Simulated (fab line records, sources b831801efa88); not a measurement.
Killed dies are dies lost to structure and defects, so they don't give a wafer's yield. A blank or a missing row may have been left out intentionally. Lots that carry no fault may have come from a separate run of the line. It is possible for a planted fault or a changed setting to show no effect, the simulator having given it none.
fab line records	flow sky130
record: lots: 5	wafers: 15	last_day: 49
route steps=708 shown CONTACT@426 METAL1@434 VIA1@458 PAD_OPEN@708
lots with no fault: from the same line, run without faults
start_h: hours from the record's opening day to when the first of the lot's shown wafers began	wait_h: hours from the lot's prior step to this one	" the same as in the row above	L1.1+2: one row covering several wafers at once	- value missing, or start not given	* or withheld: withheld	< > ~ a bound
route shown NAME@n: names a module that has steps shown in the file, with the first one's number in the route	usual: mean/standard deviation of fault-free wafers	same: alike in all rows	chamber/n: place in a boat	sites: the reading at each site	_std_site: how widely they spread, as a standard deviation	_edge_site: outer sites' mean less inner sites'	radius_mm: how far each site lies from the wafer's centre	mask NAME#n: copy n	behind: the last tool/chamber to shape the wafer	hold: what put the lot on hold/how long, in hours/how the hold closed	device: whichever transistor did not switch (one of n, p or np)	end of line: tests of these same wafers at the route's end	a step without rows: its recipe alone	killed: dies lost to structure and defects at the first sort, not the wafer's yield	map: a wafer's dies, x killed, . not, _ none there
set.NAME: setting as actually run; set.NAME@STEP: the setting as run at that earlier step	model.NAME: the simulator's own value behind a step, which no gauge read
a table for each step, a row for each wafer; lots at some steps of the route
services: the hour from which a tool's chamber was out of use, counted from the record's first day as start_h (under 0 if before that day), plus the number of hours and why
== steps ==
step: SKY_CONTACT_STRIP_20
recipe: chemistry: post_etch_residue_remover	time_s: 1200	temp_c: 72.5
step: SKY_CONTACT_CLEAN_21
recipe: chemistry: IPA	time_s: 180	temp_c: 25
step: SKY_CONTACT_CLEAN_22
recipe: chemistry: O3/DIW	dry: n2_spin
step: SKY_CONTACT_SPUTTER_23
recipe: material: TiN	target_thk_nm: 20	chamber_pressure_pa: 5	power_w: 4000	time_s: 80
usual: throttle_valve_pct: 30.2/1.3
lot.wafer	tool	chamber	start_h	wait_h	throttle_valve_pct
L838.2	pvd_sputter-02	-	776.13	0.0	31.3
L838.3	"	-	"	"	31.9
L838.6	"	-	"	"	31.2
L841.2	pvd_sputter-01	-	791.74	0.0	30.2
L841.3	"	-	"	"	27.6
L841.6	"	-	"	"	27.7
L844.2	pvd_sputter-02	-	813.59	0.0	30.6
L844.4	"	-	"	"	29.2
L844.6	"	-	"	"	30.5
L849.2	pvd_sputter-01	-	849.98	0.0	30.0
L849.3	"	-	"	"	31.4
L849.5	"	-	"	"	30.2
L853.4	pvd_sputter-01	-	871.51	0.0	30.2
L853.5	"	-	"	"	27.4
L853.6	"	-	"	"	31.0
step: SKY_CONTACT_CVD_24
recipe: material: W	target_thk_nm: 340	time_s: 102.12	temp_c: 400	pressure_torr: 40
usual: chamber_pressure_Torr: 40.00/0.087	heater_power_w: 839/50
lot.wafer	tool	chamber	start_h	wait_h	chamber_pressure_Torr	heater_power_w
L838.2	cvd_w-01	0	776.19	0.0	40.14	818
L838.3	"	1	"	"	40.04	907
L838.6	"	0	"	"	40.13	796
L841.2	cvd_w-01	1	791.80	0.0	40.02	875
L841.3	"	1	"	"	40.10	871
L841.6	"	1	"	"	39.94	862
L844.2	cvd_w-01	0	813.65	0.0	39.93	837
L844.4	"	0	"	"	39.98	809
L844.6	"	0	"	"	40.03	826
L849.2	cvd_w-02	1	850.04	0.0	39.93	873
L849.3	"	0	"	"	40.00	769
L849.5	"	0	"	"	39.99	771
L853.4	cvd_w-01	0	871.61	0.1	39.98	827
L853.5	"	0	"	"	40.00	837
L853.6	"	1	"	"	39.81	903
step: SKY_CONTACT_RS_MEAS_25
recipe: thk_meas_gauge: four-point-probe	reads: W_of_CONTACT_CVD_24+TiN_of_CONTACT_SPUTTER_23
usual: CONTACT_W_RS: 0.337/0.0038
lot.wafer	tool	chamber	start_h	wait_h	CONTACT_W_RS[ohm/sq]
L838.2	film_metro-03	-	776.32	0.1	0.329
L838.3	"	-	"	"	0.340
L838.6	"	-	"	"	0.335
L841.2	film_metro-02	-	791.93	0.1	0.341
L841.3	"	-	"	"	0.338
L841.6	"	-	"	"	0.335
L844.2	film_metro-04	-	813.78	0.1	0.336
L844.4	"	-	"	"	0.329
L844.6	"	-	"	"	0.333
L849.2	film_metro-03	-	850.17	0.1	0.339
L849.3	"	-	"	"	0.336
L849.5	"	-	"	"	0.339
L853.4	film_metro-03	-	871.74	0.1	0.332
L853.5	"	-	"	"	0.332
L853.6	"	-	"	"	0.339
step: SKY_CONTACT_THK_MEAS_26
recipe: thk_meas_gauge: xrf	reads: W_of_CONTACT_CVD_24
usual: CONTACT_W_THK: 338/5.4
lot.wafer	tool	chamber	start_h	wait_h	CONTACT_W_THK[nm]
L838.2	film_metro-03	-	776.43	0.1	344
L838.3	"	-	"	"	334
L838.6	"	-	"	"	337
L841.2	film_metro-02	-	792.04	0.1	328
L841.3	"	-	"	"	333
L841.6	"	-	"	"	333
L844.2	film_metro-04	-	813.89	0.1	343
L844.4	"	-	"	"	353
L844.6	"	-	"	"	347
L849.2	film_metro-03	-	850.28	0.1	336
L849.3	"	-	"	"	341
L849.5	"	-	"	"	339
L853.4	film_metro-03	-	871.83	0.1	345
L853.5	"	-	"	"	345
L853.6	"	-	"	"	338
step: SKY_CONTACT_CMP_27
recipe: stop_on: SiO2	t_overpolish_s: 15	down_force_psi: 3.5	platen_rpm: 60	target_thk_nm: 0	pad_velocity_m_s: 0.94248
step: SKY_METAL1_SPUTTER_00
recipe: material: Ti	target_thk_nm: 15	power_w: 3000	time_s: 10	chamber_pressure_pa: 0.4
usual: throttle_valve_pct: 30.4/1.4
lot.wafer	tool	chamber	start_h	wait_h	throttle_valve_pct
L838.2	pvd_sputter-03	-	776.78	0.1	29.5
L838.3	"	-	"	"	33.0
L838.6	"	-	"	"	29.2
L841.2	pvd_sputter-04	-	792.52	0.1	30.0
L841.3	"	-	"	"	28.2
L841.6	"	-	"	"	32.3
L844.2	pvd_sputter-03	-	814.24	0.1	29.1
L844.4	"	-	"	"	29.3
L844.6	"	-	"	"	28.9
L849.2	pvd_sputter-04	-	850.63	0.1	29.8
L849.3	"	-	"	"	28.2
L849.5	"	-	"	"	31.8
L853.4	pvd_sputter-02	-	872.16	0.1	30.1
L853.5	"	-	"	"	31.9
L853.6	"	-	"	"	28.8
step: SKY_METAL1_SPUTTER_01
recipe: material: TiN	target_thk_nm: 20	power_w: 6500	time_s: 16.7	chamber_pressure_pa: 0.4
step: SKY_METAL1_SPUTTER_02
recipe: material: AlCu	target_thk_nm: 250	power_w: 10600	time_s: 13.3	chamber_pressure_pa: 0.4
step: SKY_METAL1_SPUTTER_03
recipe: material: Ti	target_thk_nm: 5	power_w: 3000	time_s: 3.3	chamber_pressure_pa: 0.4
usual: throttle_valve_pct: 30.5/1.4
lot.wafer	tool	chamber	start_h	wait_h	throttle_valve_pct
L838.2	pvd_sputter-03	-	776.86	0.0	29.4
L838.3	"	-	"	"	33.2
L838.6	"	-	"	"	29.4
L841.2	pvd_sputter-04	-	792.60	0.0	29.8
L841.3	"	-	"	"	28.1
L841.6	"	-	"	"	31.9
L844.2	pvd_sputter-03	-	814.31	0.0	29.3
L844.4	"	-	"	"	29.7
L844.6	"	-	"	"	29.2
L849.2	pvd_sputter-04	-	850.70	0.0	29.8
L849.3	"	-	"	"	28.1
L849.5	"	-	"	"	31.9
L853.4	pvd_sputter-02	-	872.24	0.0	30.7
L853.5	"	-	"	"	31.9
L853.6	"	-	"	"	28.9
step: SKY_METAL1_SPUTTER_04
recipe: material: TiN	target_thk_nm: 70	power_w: 6500	time_s: 58.3	chamber_pressure_pa: 0.4
usual: throttle_valve_pct: 30.4/1.4
lot.wafer	tool	chamber	start_h	wait_h	throttle_valve_pct
L838.2	pvd_sputter-03	-	776.87	0.0	29.6
L838.3	"	-	"	"	33.3
L838.6	"	-	"	"	29.2
L841.2	pvd_sputter-04	-	792.62	0.0	29.8
L841.3	"	-	"	"	28.2
L841.6	"	-	"	"	31.8
L844.2	pvd_sputter-03	-	814.33	0.0	29.1
L844.4	"	-	"	"	29.4
L844.6	"	-	"	"	29.1
L849.2	pvd_sputter-04	-	850.72	0.0	29.8
L849.3	"	-	"	"	28.0
L849.5	"	-	"	"	31.7
L853.4	pvd_sputter-02	-	872.25	0.0	30.7
L853.5	"	-	"	"	31.9
L853.6	"	-	"	"	29.2
step: SKY_METAL1_RS_MEAS_05
recipe: thk_meas_gauge: four-point-probe	reads: TiN_of_METAL1_SPUTTER_04+Ti_of_METAL1_SPUTTER_03+AlCu_of_METAL1_SPUTTER_02+TiN_of_METAL1_SPUTTER_01+Ti_of_METAL1_SPUTTER_00
usual: METAL1_ALCU_RS: 0.1271/0.0012
lot.wafer	tool	chamber	start_h	wait_h	METAL1_ALCU_RS[ohm/sq]
L838.2	film_metro-04	-	776.94	0.0	0.1265
L838.3	"	-	"	"	0.1265
L838.6	"	-	"	"	0.1266
L841.2	film_metro-03	-	792.68	0.0	0.1256
L841.3	"	-	"	"	0.1260
L841.6	"	-	"	"	0.1263
L844.2	film_metro-01	-	814.40	0.0	0.1276
L844.4	"	-	"	"	0.1272
L844.6	"	-	"	"	0.1284
L849.2	film_metro-01	-	850.79	0.0	0.1276
L849.3	"	-	"	"	0.1268
L849.5	"	-	"	"	0.1250
L853.4	film_metro-01	-	872.36	0.1	0.1269
L853.5	"	-	"	"	0.1257
L853.6	"	-	"	"	0.1262
step: SKY_METAL1_THK_MEAS_06
recipe: thk_meas_gauge: xrf	reads: AlCu_of_METAL1_SPUTTER_02
usual: METAL1_ALCU_THK: 252.5/2.6
lot.wafer	tool	chamber	start_h	wait_h	METAL1_ALCU_THK[nm]
L838.2	film_metro-04	-	777.05	0.1	253.7
L838.3	"	-	"	"	255.1
L838.6	"	-	"	"	253.8
L841.2	film_metro-03	-	792.79	0.1	252.6
L841.3	"	-	"	"	254.6
L841.6	"	-	"	"	255.5
L844.2	film_metro-01	-	814.51	0.1	253.8
L844.4	"	-	"	"	255.1
L844.6	"	-	"	"	251.3
L849.2	film_metro-01	-	850.90	0.1	254.7
L849.3	"	-	"	"	255.0
L849.5	"	-	"	"	257.1
L853.4	film_metro-01	-	872.45	0.1	251.5
L853.5	"	-	"	"	255.4
L853.6	"	-	"	"	253.6
step: SKY_METAL1_DEHYDRATE_07
recipe: temp_c: 200	time_s: 60
step: SKY_METAL1_HMDS_08
recipe: prime_time_s: 60	prime_temp_c: 120
step: SKY_METAL1_COAT_09
recipe: resist: BARC	temp_c: withheld	time_s: withheld	spin_rpm: 3000	resist_thk_nm: 60
step: SKY_METAL1_COAT_10
recipe: resist: KrF-thick	spin_rpm: 3000	resist_thk_nm: 450
step: SKY_METAL1_SOFTBAKE_11
recipe: temp_c: 100	time_s: 90	resist: KrF-thick
step: SKY_METAL1_EXPOSE_12
recipe: mask_id: MM1	na: 0.8	source_shape: annular	sigma_inner: 0.55	sigma_outer: 0.85	target_cd_nm: 140	dose_mj: 28
step: SKY_METAL1_PEB_13
recipe: peb_temp_c: withheld	peb_time_s: withheld	resist: KrF-thick
step: SKY_METAL1_DEVELOP_14
recipe: develop_time_s: 60	resist: KrF-thick	dev_temp_c: 21
step: SKY_METAL1_CD_MEAS_15
recipe: target_cd_nm: 140
usual: cd_nm: 139.4/1.5
lot.wafer	tool	chamber	start_h	wait_h	cd_nm
L838.2	cd_sem-01	-	804.48	-	139.0
L838.3	"	-	"	"	137.1
L838.6	"	-	"	"	140.2
L841.2	cd_sem-02	-	818.62	-	138.8
L841.3	"	-	"	"	137.2
L841.6	"	-	"	"	137.6
L844.2	cd_sem-01	-	840.83	-	142.1
L844.4	"	-	"	"	143.6
L844.6	"	-	"	"	143.8
L849.2	cd_sem-01	-	876.50	-	138.5
L849.3	"	-	"	"	138.6
L849.5	"	-	"	"	139.6
L853.4	cd_sem-02	-	896.96	-	135.1
L853.5	"	-	"	"	137.1
L853.6	"	-	"	"	137.4
step: SKY_METAL1_OVL_MEAS_16
usual: METAL1_OVL: 9/5.7
lot.wafer	tool	chamber	start_h	wait_h	METAL1_OVL[nm]
L838.2	overlay-02	-	804.61	0.1	8
L838.3	"	-	"	"	3
L838.6	"	-	"	"	5
L841.2	overlay-02	-	818.72	0.1	9
L841.3	"	-	"	"	15
L841.6	"	-	"	"	6
L844.2	overlay-01	-	840.94	0.1	12
L844.4	"	-	"	"	16
L844.6	"	-	"	"	8
L849.2	overlay-01	-	876.61	0.1	11
L849.3	"	-	"	"	14
L849.5	"	-	"	"	20
L853.4	overlay-01	-	897.03	0.1	13
L853.5	"	-	"	"	9
L853.6	"	-	"	"	19
step: SKY_METAL1_DESCUM_17
recipe: chemistry: O2	source_power_w: 150	bias_power_w: 0	pressure_mtorr: 10	temp_c: 40	time_s: 8
step: SKY_METAL1_ETCH_18
recipe: chemistry: N2/H2	target: BARC	ion_energy_ev: 200	bias_w: 100	pressure_mtorr: 30	n2_flow_sccm: 100	h2_flow_sccm: 200	icp_w: 500	stop_on: SiO2	time_s: 45.9	target_depth_a: 600
step: SKY_METAL1_METAL_ETCH_19
recipe: target_depth_a: 3600	stop_on: SiO2	over_etch_frac: 0.3	time_s: 78	chemistry: Cl2/BCl3	resist_sidewall_deg: 88	pressure_mtorr: 10	icp_w: 900	bias_w: 48.5	Cl2_flow_sccm: 60	bcl3_flow_sccm: 30
usual: bias_w: 48.47/0.16	drypump_motor_current_A: 5.9/0.5	oes_product_au: 0.853/0.0056	throttle_valve_pct: 22.263/0.0091
lot.wafer	tool	chamber	start_h	wait_h	bias_w	drypump_motor_current_A	oes_product_au	rf_hours_counter_h	throttle_valve_pct
L838.2	rie_metal-01	0	804.74	0.0	48.36	6.0	0.853	4	22.260
L838.3	"	1	"	"	48.49	6.2	0.853	-	22.259
L838.6	"	1	"	"	48.11	6.1	0.855	-	22.258
L841.2	rie_metal-01	0	818.85	0.0	48.68	5.9	0.862	5	22.254
L841.3	"	0	"	"	48.72	5.9	0.850	-	22.246
L841.6	"	0	"	"	48.76	5.9	0.864	-	22.278
L844.2	rie_metal-03	1	841.07	0.0	48.23	6.2	0.849	0	22.268
L844.4	"	0	"	"	48.38	5.4	0.859	-	22.271
L844.6	"	1	"	"	48.37	6.2	0.852	-	22.267
L849.2	rie_metal-03	0	876.73	0.0	48.65	5.4	0.855	5	22.279
L849.3	"	1	"	"	48.39	6.2	0.856	-	22.261
L849.5	"	1	"	"	48.38	6.2	0.858	-	22.251
L853.4	rie_metal-03	0	897.18	0.1	48.56	5.4	0.859	-	22.260
L853.5	"	1	"	"	48.45	6.2	0.849	-	22.279
L853.6	"	0	"	"	48.51	5.4	0.863	-	22.261
step: SKY_METAL1_STRIP_20
recipe: chemistry: O2/N2	power_w: 1400	pressure_mtorr: 1500	platen_temp_c: withheld	o2_flow_sccm: 3000	n2_flow_sccm: 300	overash_fraction: 0.5
step: SKY_METAL1_STRIP_21
recipe: chemistry: post_etch_residue_remover	time_s: 1200	temp_c: 72.5
step: SKY_METAL1_CLEAN_22
recipe: chemistry: IPA	time_s: 180	temp_c: 25
step: SKY_METAL1_CLEAN_23
recipe: chemistry: O3/DIW	dry: n2_spin
step: SKY_VIA1_HDPCVD_00
recipe: material: SiO2	target_thk_nm: 1030	sigma_open_frac: 0.3	time_s: 171.7	temp_c: 400	sih4_flow_sccm: 60	pressure_mtorr: 6
step: SKY_VIA1_THK_MEAS_01
recipe: reads: SiO2_of_VIA1_HDPCVD_00
usual: VIA1_HDPCVD_THK: 1036/10
lot.wafer	tool	chamber	start_h	wait_h	VIA1_HDPCVD_THK[nm]
L838.2	film_metro-01	-	805.58	0.1	1049
L838.3	"	-	"	"	1041
L838.6	"	-	"	"	1033
L841.2	film_metro-01	-	819.68	0.1	1029
L841.3	"	-	"	"	1034
L841.6	"	-	"	"	1027
L844.2	film_metro-02	-	841.87	0.1	1016
L844.4	"	-	"	"	1017
L844.6	"	-	"	"	1025
L849.2	film_metro-01	-	877.54	0.1	1035
L849.3	"	-	"	"	1039
L849.5	"	-	"	"	1043
L853.4	film_metro-01	-	898.00	0.0	1007
L853.5	"	-	"	"	1029
L853.6	"	-	"	"	1033
step: SKY_VIA1_CMP_02
recipe: material: SiO2	down_force_psi: 4	platen_rpm: 60	pad_velocity_m_s: 0.94248
step: SKY_VIA1_BOW_MEAS_03
recipe: mode: bow
usual: VIA1_BOW: 81/7.1
lot.wafer	tool	chamber	start_h	wait_h	VIA1_BOW[um]
L838.2	film_metro-01	-	805.95	0.2	88
L838.3	"	-	"	"	81
L838.6	"	-	"	"	80
L841.2	film_metro-02	-	820.05	0.1	61
L841.3	"	-	"	"	68
L841.6	"	-	"	"	79
L844.2	film_metro-02	-	842.24	0.2	84
L844.4	"	-	"	"	77
L844.6	"	-	"	"	84
L849.2	film_metro-02	-	877.91	0.2	84
L849.3	"	-	"	"	75
L849.5	"	-	"	"	84
L853.4	film_metro-01	-	898.39	0.2	79
L853.5	"	-	"	"	79
L853.6	"	-	"	"	70
step: SKY_VIA1_DEHYDRATE_04
recipe: temp_c: 200	time_s: 60
step: SKY_VIA1_HMDS_05
recipe: prime_time_s: 60	prime_temp_c: 120
step: SKY_VIA1_COAT_06
recipe: resist: BARC	temp_c: withheld	time_s: withheld	spin_rpm: 3000	resist_thk_nm: 60
step: SKY_VIA1_COAT_07
recipe: resist: KrF-thick	spin_rpm: 3000	resist_thk_nm: 450
step: SKY_VIA1_SOFTBAKE_08
recipe: temp_c: 100	time_s: 90	resist: KrF-thick
step: SKY_VIA1_EXPOSE_09
recipe: mask_id: VIM	na: 0.8	source_shape: annular	sigma_inner: 0.55	sigma_outer: 0.85	target_cd_nm: 150	dose_mj: 38
step: SKY_PAD_OPEN_PROBE_99
usual: defect_limited_yield: 82.5/2	killed_at_M0_to_M3: 43/7.1	killed_at_M4_up: 3.3/2	killed_at_contacts: 24/5.1	killed_at_front_end: 15/4.6	killed_at_other: 0.3/0.6	killed_dies: 86/9.6	killed_open: 46/7.3	killed_short: 39/6.7	sort_bin_3_pad_short: 0.9/0.44	sort_bin_5_function: 10.4/1.5	sort_bin_6_memory: 6.2/1.1	sort_n_pass: 406/9.6	sort_yield_pct: 82.5/2
same: gross_dies: 492	killed_at_back_side: 0	sort_bin_4_leakage[%]: 0	sort_bin_8_speed[%]: 0
lot.wafer	tool	chamber	start_h	wait_h	defect_limited_yield[%]	killed_at_M0_to_M3	killed_at_M4_up	killed_at_contacts	killed_at_front_end	killed_at_other	killed_dies	killed_open	killed_short	sort_bin_3_pad_short[%]	sort_bin_5_function[%]	sort_bin_6_memory[%]	sort_n_pass	sort_yield_pct[%]	model.etest.tester.sort_n_pass	model.etest.tester.sort_yield_pct	model.etest.tester.sort_bin_5_pct	model.etest.tester.sort_bin_3_pct
L838.2	prober-02	-	1108.37	0.1	80.7	56	1	23	15	0	95	51	44	1.0	10.8	7.5	397	80.7	397	80.69	10.77	1.016
L838.3	prober-02	-	1108.42	0.2	84.8	47	2	17	9	0	75	41	34	1.0	8.3	5.9	417	84.8	417	84.76	8.333	1.016
L838.6	prober-02	-	1108.57	0.2	81.5	55	5	24	7	0	91	45	46	1.0	9.6	7.9	401	81.5	401	81.5	9.553	1.016
L844.2	prober-02	-	1137.95	0.1	77.4	70	3	24	14	0	111	40	34	1.8	14.2	6.5	381	77.4	381	77.44	14.23	1.829
L844.4	prober-02	-	1138.05	0.2	82.1	44	5	22	17	0	88	48	40	1.2	11.6	5.1	404	82.1	404	82.11	11.59	1.22
L844.6	prober-02	-	1138.15	0.2	76.4	80	1	21	14	0	116	46	34	2.6	15.2	5.7	376	76.4	376	76.42	15.24	2.642
L849.2	prober-01	-	1162.19	0.1	84.1	31	2	23	21	1	78	38	39	0.4	9.6	5.9	414	84.1	414	84.15	9.553	0.4065
L849.3	prober-01	-	1162.24	0.2	84.8	38	2	24	9	2	75	46	27	0.6	7.3	7.3	417	84.8	417	84.76	7.317	0.6098
L849.5	prober-01	-	1162.34	0.2	82.5	38	7	22	19	0	86	51	35	0.8	10.0	6.7	406	82.5	406	82.52	9.959	0.813
L853.4	prober-01	-	1177.98	0.2	84.1	36	2	18	22	0	78	48	30	0.4	9.6	5.9	414	84.1	414	84.15	9.553	0.4065
L853.6	prober-01	-	1178.08	0.2	85.0	36	3	20	15	0	74	45	29	0.6	8.7	5.7	418	85.0	418	84.96	8.74	0.6098
killed by level:class
L838.2 VIA2:geometric_particle:open=13 LI_CONTACT:geometric_particle:open=9 VIA1:geometric_particle:open=8 METAL1:geometric_particle:short=7 METAL2:geometric_particle:short=6 VIA2:geometric_particle:short=6 LOCAL_INTERCONNECT:geometric_particle:short=5 CONTACT:geometric_particle:open=5
L838.3 VIA1:geometric_particle:open=9 VIA3:geometric_particle:open=9 LI_CONTACT:geometric_particle:open=6 VIA2:geometric_particle:open=6 METAL1:geometric_particle:short=5 FIELD_ISO:geometric_particle:open=4 CONTACT:geometric_particle:short=4 VIA1:geometric_particle:short=4
L838.6 VIA2:geometric_particle:open=12 VIA1:geometric_particle:open=9 CONTACT:geometric_particle:short=8 VIA3:geometric_particle:open=7 LOCAL_INTERCONNECT:geometric_particle:short=6 METAL2:geometric_particle:short=6 METAL1:geometric_particle:short=6 LI_CONTACT:geometric_particle:open=5
L844.2 METAL1:unspecified=37 LI_CONTACT:geometric_particle:open=10 VIA1:geometric_particle:open=10 FIELD_ISO:geometric_particle:open=5 LOCAL_INTERCONNECT:geometric_particle:short=5 LI_CONTACT:geometric_particle:short=4 METAL1:geometric_particle:short=4 VIA1:geometric_particle:short=4
L844.4 VIA1:geometric_particle:open=10 METAL1:geometric_particle:short=9 LI_CONTACT:geometric_particle:open=8 CONTACT:geometric_particle:open=7 VIA3:geometric_particle:open=6 VIA2:geometric_particle:open=5 SPACER:geometric_particle:open=4 VIA2:geometric_particle:short=4
L844.6 METAL1:unspecified=36 VIA1:geometric_particle:open=12 LI_CONTACT:geometric_particle:open=6 METAL1:geometric_particle:short=6 VIA2:geometric_particle:open=6 VIA3:geometric_particle:open=6 POLY_GATE:geometric_particle:open=5 CONTACT:geometric_particle:short=5
L849.2 POLY_GATE:geometric_particle:short=8 CONTACT:geometric_particle:open=7 VIA3:geometric_particle:open=7 LI_CONTACT:geometric_particle:open=6 CONTACT:geometric_particle:short=6 FIELD_ISO:geometric_particle:short=5 VIA1:geometric_particle:open=5 METAL2:geometric_particle:short=4
L849.3 VIA1:geometric_particle:open=10 VIA3:geometric_particle:open=9 CONTACT:geometric_particle:open=7 LI_CONTACT:geometric_particle:open=6 CONTACT:geometric_particle:short=5 LOCAL_INTERCONNECT:geometric_particle:short=4 METAL2:geometric_particle:short=4 VIA2:geometric_particle:open=4
L849.5 VIA1:geometric_particle:open=10 CONTACT:geometric_particle:open=10 POLY_GATE:geometric_particle:short=8 VIA2:geometric_particle:open=7 LI_CONTACT:geometric_particle:open=6 METAL4:geometric_particle:short=5 VIA3:geometric_particle:open=5 LOCAL_INTERCONNECT:geometric_particle:short=4
L853.4 CONTACT:geometric_particle:open=12 VIA2:geometric_particle:open=9 METAL1:geometric_particle:short=8 POLY_GATE:geometric_particle:open=6 POLY_GATE:geometric_particle:short=5 VIA3:geometric_particle:open=5 FIELD_ISO:geometric_particle:open=4 LI_CONTACT:geometric_particle:open=4
L853.6 VIA1:geometric_particle:open=9 VIA2:geometric_particle:open=8 VIA3:geometric_particle:open=6 CONTACT:geometric_particle:short=5 FIELD_ISO:geometric_particle:open=4 POLY_GATE:geometric_particle:open=4 LI_CONTACT:geometric_particle:open=4 LOCAL_INTERCONNECT:geometric_particle:short=4
map L844.6 (x killed, . not)
__________.........x_________
________.............._______
______..x......xxx..x..._____
_____.x...xx..x.....x....____
____....x.........x...x...___
___.x..x...x...............__
__....x.........x..x........_
_......x..xx..xx....xx......x
_x.xx.........x..............
_....x....xx.....x...x...xxxx
_x....x....x....x.x.....xxxxx
_......x.........x...x.xxxxxx
_.x.x......x..........xxxxxxx
_.....x.........x...x.xxxxxxx
_.x..x.....x.........xxxxxxxx
__..x.............xx..x.xxxx_
___................x.......__
____.x.......x.......x.x..___
_____..x.x..x.x.........x____
______...x.x............_____
________..x..x.x....x._______
__________.....x...._________
map L838.2 (x killed, . not)
__________...x.....x_________
________......xxx..x.._______
______x..x......xx...xx._____
_____.....xx.x..xx..xx.x.____
____.x..............x.....___
___..........x.......xx.xx.__
__...x....x.......x........._
_........xx.x...x.....x.x....
_x.x..............x..xx......
_x............x......x.......
_..x...x..xx..x..............
_x......x..........x...x.....
_.........x......x..x.....xxx
_.x...............xx...x.....
_......x...x..x...x....xxx...
__....xx.x..x.x.......x....._
___.x..x..............xx...__
____x......x...x..........___
_____..xx....x....x...xx.____
______...x....x.....x..._____
________.....x.x......_______
__________..x......._________
== services ==
tool	chamber	start_h	hours	kind
cvd_w-02	-	753.89	0.3	repair
cvd_w-01	-	764.98	0.2	repair
pvd_sputter-04	0	776.16	-	consumable_replace:kit
pvd_sputter-04	0	776.16	18.0	scheduled_down
pvd_sputter-04	0	776.16	18.0	vent_cycle
cvd_w-02	-	786.78	6.9	pm
rie_metal-03	-	793.13	0.2	repair
cvd_w-02	1	796.58	5.9	repair
cvd_w-01	0	798.14	3.3	repair
rie_metal-03	1	807.87	-	clean
rie_metal-03	1	807.87	22.2	scheduled_down
rie_metal-03	1	807.87	22.2	vent_cycle
cvd_w-01	-	827.97	2.8	pm
pvd_sputter-01	3	832.59	-	consumable_replace:kit
pvd_sputter-01	3	832.59	18.0	scheduled_down
pvd_sputter-01	3	832.59	18.0	vent_cycle
rie_metal-03	0	856.76	10.4	repair
pvd_sputter-01	-	882.35	0.6	repair
pvd_sputter-03	-	882.81	15.7	repair
pvd_sputter-03	-	884.85	2.9	repair
== key ==
first_sign: step: SKY_PAD_OPEN_PROBE_99	reading: killed_at_M0_to_M3	direction: up	sigmas: 4.5	usual: 43	struck: 75
effect: step: SKY_PAD_OPEN_PROBE_99	reading: sort_bin_3_pad_short	direction: up	sigmas: 3	usual: 0.9	struck: 2.2
model_effect: step: SKY_PAD_OPEN_PROBE_99	value: etest.tester.sort_n_pass	without: 410.5	struck: 378.5
met_at SKY_METAL1_SPUTTER_04
struck_wafers L844.2,L844.6
onset_between 776.87 814.33
fault: kind: chamber_particle_source	tool: pvd_sputter-03	chamber: -	onset_h: 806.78	steps: SKY_METAL1_SPUTTER_04	rate_per_visit_cm2: 0.38512	end_h: 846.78	scope: struck_wafers_only
